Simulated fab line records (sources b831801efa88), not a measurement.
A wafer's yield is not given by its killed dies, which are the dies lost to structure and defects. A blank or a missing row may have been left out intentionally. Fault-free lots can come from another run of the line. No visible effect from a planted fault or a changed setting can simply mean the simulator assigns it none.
Comparing a struck lot with a sound one / flow sky130 / 42 out of 708 route steps
Sound: the wafers L421.2, L421.4, L421.6. Struck: wafer L427.4 (L427.2, L427.3, from the same lot, were not struck and are left out); the cause is given at the end.
Per side, at each step with rows, come the tool, then ch with its chambers, and then its first start. Under that, the readings that differ: sound wafers / struck wafers / difference of the means / sigmas: that difference in standard deviations of wafers without a fault.
alike: same words and numbers on both sides, and readings whose means sit less than 2 such deviations apart. not compared: any withheld reading, any reading some wafer has no value for, any bound like >300 that may hide the same value, and any number with overlapping values for which the record gives no deviation.
Wherever a step has rows on one side only, a row that says differs or no value, or a row with sigmas, the two part there. Non-overlapping numbers with no deviation appear without sigmas and do not part them. Lack of a reading on every wafer of one side parts them only where that side has two or more wafers.

first, 2 steps without rows for these wafers: SKY_NWELL_PEB_08; SKY_NWELL_DEVELOP_09 (develop time 60 s).
SKY_NWELL_OVL_MEAS_10:
  struck on overlay-01, day 8 09:17; sound on overlay-02, day 6 23:35
  alike: NWELL_00_OVL
then, 3 steps without rows for these wafers: SKY_NWELL_IMPLANT_11; SKY_NWELL_IMPLANT_12; SKY_NWELL_IMPLANT_13.
SKY_NWELL_STRIP_14: strips in O2/N2.
  sound on plasmaAsher-04 ch 0, day 7 00:04; struck on plasmaAsher-02 ch 1, day 8 09:46
  alike: drypumpMotorCurrentA, oesProductAu, stripTimeToEndpointS
  not compared: rfHoursCounterH
SKY_NWELL_TW_MEAS_15:
  struck on filmMetro-02, day 8 09:53; sound on filmMetro-02, day 7 00:11
  alike: NWELL_TW
then, 4 steps without rows for these wafers: SKY_NWELL_DEHYDRATE_16 (time 60 s); SKY_NWELL_HMDS_17 (prime time 60 s); SKY_NWELL_COAT_18 (resist thk 3000 nm); SKY_NWELL_SOFTBAKE_19.
SKY_NWELL_EXPOSE_20: exposes mask NWM COMPLEMENT, target cd 840 nm.
  sound on ilineStepper-02 ch 0, day 7 10:08; struck on ilineStepper-02 ch 0, day 8 20:51
  alike: mask
then, 2 steps without rows for these wafers: SKY_NWELL_PEB_21; SKY_NWELL_DEVELOP_22 (develop time 60 s).
SKY_NWELL_OVL_MEAS_23:
  struck on overlay-01, day 9 07:52; sound on overlay-02, day 7 19:17
  alike: NWELL_01_OVL
next, for these wafers, 1 step has no rows: SKY_NWELL_IMPLANT_24.
SKY_NWELL_STRIP_25: strips in O2/N2.
  sound on plasmaAsher-02 ch 0, day 7 19:28; struck on plasmaAsher-04 ch 0, day 9 08:02
  alike: drypumpMotorCurrentA, oesProductAu, stripTimeToEndpointS
  not compared: rfHoursCounterH
SKY_NWELL_TW_MEAS_26:
  struck on filmMetro-04, day 9 08:09; sound on filmMetro-02, day 7 19:35
reading=NWELL_2_TW; sound=497 492 493; struck=506; difference=+12; sigmas=+3
then, 1 step without rows for these wafers: SKY_NWELL_CLEAN_27 (cleans in SC1/SC2, time 150 s).
SKY_NWELL_RTA_28: time 30 s.
  sound on rtpAnneal-01 ch 0, day 7 19:42; struck on rtpAnneal-02 ch 0, day 9 08:19
  alike: lampPowerPct, wafer_temp_C_max
SKY_NWELL_RS_MEAS_29: measures by four-point-probe.
  struck on filmMetro-02, day 9 08:25; sound on filmMetro-02, day 7 19:48
  alike: NWELL_RS
SKY_NWELL_RS_MEAS_31: measures by four-point-probe.
  struck on filmMetro-02, day 9 08:40; sound on filmMetro-02, day 7 20:02
  alike: PWDE_RS
then, 7 steps without rows for these wafers: SKY_VT_ADJUST_HVTP_DEHYDRATE_00 (time 60 s); SKY_VT_ADJUST_HVTP_HMDS_01 (prime time 60 s); SKY_VT_ADJUST_HVTP_COAT_02 (resist thk 1140 nm); SKY_VT_ADJUST_HVTP_SOFTBAKE_03 (time 60 s); SKY_VT_ADJUST_HVTP_EXPOSE_04 (exposes mask HVTPM, target cd 380 nm); SKY_VT_ADJUST_HVTP_PEB_05; SKY_VT_ADJUST_HVTP_DEVELOP_06 (develop time 60 s).
SKY_VT_ADJUST_HVTP_CD_MEAS_07: the cd target is 380 nm.
  struck on cdSem-02, day 10 06:31; sound on cdSem-01, day 8 16:59
  alike: cdNm
SKY_VT_ADJUST_HVTP_OVL_MEAS_08:
  struck on overlay-01, day 10 06:38; sound on overlay-02, day 8 17:05
reading=VT_ADJUST_HVTP_OVL (nm); sound=2.7 3.4 2.1; struck=-0.3; difference=-3.0; sigmas=-2
next, for these wafers, 1 step has no rows: SKY_VT_ADJUST_HVTP_IMPLANT_09.
SKY_VT_ADJUST_HVTP_STRIP_10: strips in O2/N2.
  sound on plasmaAsher-01 ch 0,1, day 8 17:16; struck on plasmaAsher-01 ch 1, day 10 07:07
  alike: drypumpMotorCurrentA, oesProductAu, stripTimeToEndpointS
  not compared: rfHoursCounterH
SKY_VT_ADJUST_HVTP_TW_MEAS_11:
  struck on filmMetro-01, day 10 07:14; sound on filmMetro-02, day 8 17:23
  alike: VT_ADJUST_HVTP_TW
then, 6 steps without rows for these wafers: SKY_VT_ADJUST_LVTN_DEHYDRATE_00 (time 60 s); SKY_VT_ADJUST_LVTN_HMDS_01 (prime time 60 s); SKY_VT_ADJUST_LVTN_COAT_02 (resist thk 3000 nm); SKY_VT_ADJUST_LVTN_SOFTBAKE_03; SKY_VT_ADJUST_LVTN_EXPOSE_04 (exposes mask NWM COMPLEMENT LESS NATIVE, target cd 840 nm); SKY_VT_ADJUST_LVTN_PEB_05.
-- here the record skips 40 days between the struck wafers' starts before and after, leaving off in module VT_ADJUST_LVTN and picking up in module PAD_OPEN (first step shown: number 708 of the route) --
SKY_PAD_OPEN_PROBE_99:
  struck on prober-02, day 50 01:28; sound on prober-02, day 48 19:48
reading=model.etest.resIsoPwell.widthNm (nm); sound=2636 2637 2635; struck=2649; difference=+13; sigmas=
  alike: killed_at_M0_to_M3, killed_at_M4_up, killedAtContacts, killedAtFrontEnd, killedAtOther, killedDies, killedOpen, killedShort

## WHERE THEY PART
Earliest at SKY_NWELL_TW_MEAS_26; latest, in this record, at SKY_VT_ADJUST_HVTP_OVL_MEAS_08. Later steps at which nothing parts them and some readings are alike: SKY_VT_ADJUST_HVTP_STRIP_10, SKY_VT_ADJUST_HVTP_TW_MEAS_11, SKY_PAD_OPEN_PROBE_99.

WHY: the cause the simulator had injected
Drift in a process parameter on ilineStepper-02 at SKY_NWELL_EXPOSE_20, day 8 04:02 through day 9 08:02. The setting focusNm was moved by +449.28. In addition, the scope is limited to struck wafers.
